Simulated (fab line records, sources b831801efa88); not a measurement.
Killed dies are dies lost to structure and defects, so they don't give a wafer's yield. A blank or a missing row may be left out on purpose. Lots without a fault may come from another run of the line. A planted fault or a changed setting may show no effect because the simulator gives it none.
Which tool did it? | flow gf180mcu | 14 lots, 42 wafers sampled, at 1 step of a route of 602

WHAT THE GAUGES READ, wafer by wafer
GF_V2_OVL_MEAS_15.
lot  | measured     | on         | V2_OVL (nm)
L452 | day 20 06:15 | overlay-01 | 4 3 4
L454 | day 21 01:01 | overlay-02 | 0 3 -2
L455 | day 21 04:33 | overlay-01 | 10 4 8
L456 | day 21 20:49 | overlay-02 | -2 -5 -6
L457 | day 22 03:21 | overlay-02 | 3 6 1
L458 | day 22 09:58 | overlay-01 | -3 7 4
L460 | day 23 09:01 | overlay-01 | 2 -6 6
L462 | day 24 03:25 | overlay-01 | 3 1 -5
L464 | day 25 00:37 | overlay-02 | 2 -2 -4
L466 | day 25 05:26 | overlay-02 | -5 0 -4
L467 | day 25 14:05 | overlay-01 | 0 5 -1
L471 | day 26 21:08 | overlay-01 | 0 -3 -2
L472 | day 27 01:17 | overlay-02 | 0 0 -2
L475 | day 28 00:32 | overlay-01 | 2 1 0

WHICH TOOL RAN EACH LOT (tool, then ch and the chambers of the sampled wafers, then the start)
The record holds no process step before these readings.

WHAT THE TOOLS THEMSELVES READ (means of the sampled wafers that have a number; where no wafer has one, the mark that the record gives instead)
The record holds no such reading with a usual standard deviation.

THE ANSWER, worked out from the rows above alone
Rule: what is usual is taken from the lots themselves. Put in order of their means at a reading, lots are off if they are a third of the lots or fewer, leave a main group of 4 or more, and stand apart from it by a gap of 3 or more times the standard deviation of the main group's means; of several such gaps the widest counts. A main group whose means are all the same, to the digits that the tables above print for the reading, isn't used. A lot without any number at a reading at which 4 lots or more have one is off too. The other lots that the step has rows for count as sound. The gauges are gone through in route order, then the tools' own readings, and for those a lot's mean is taken as printed above. The first step at which some lot is off is used, and at that step the reading that is off furthest; a lot without a number counts as furthest.
No lot is off at any reading shown: from this, nothing can be told.

WHAT THE SIMULATOR HAD PUT IN
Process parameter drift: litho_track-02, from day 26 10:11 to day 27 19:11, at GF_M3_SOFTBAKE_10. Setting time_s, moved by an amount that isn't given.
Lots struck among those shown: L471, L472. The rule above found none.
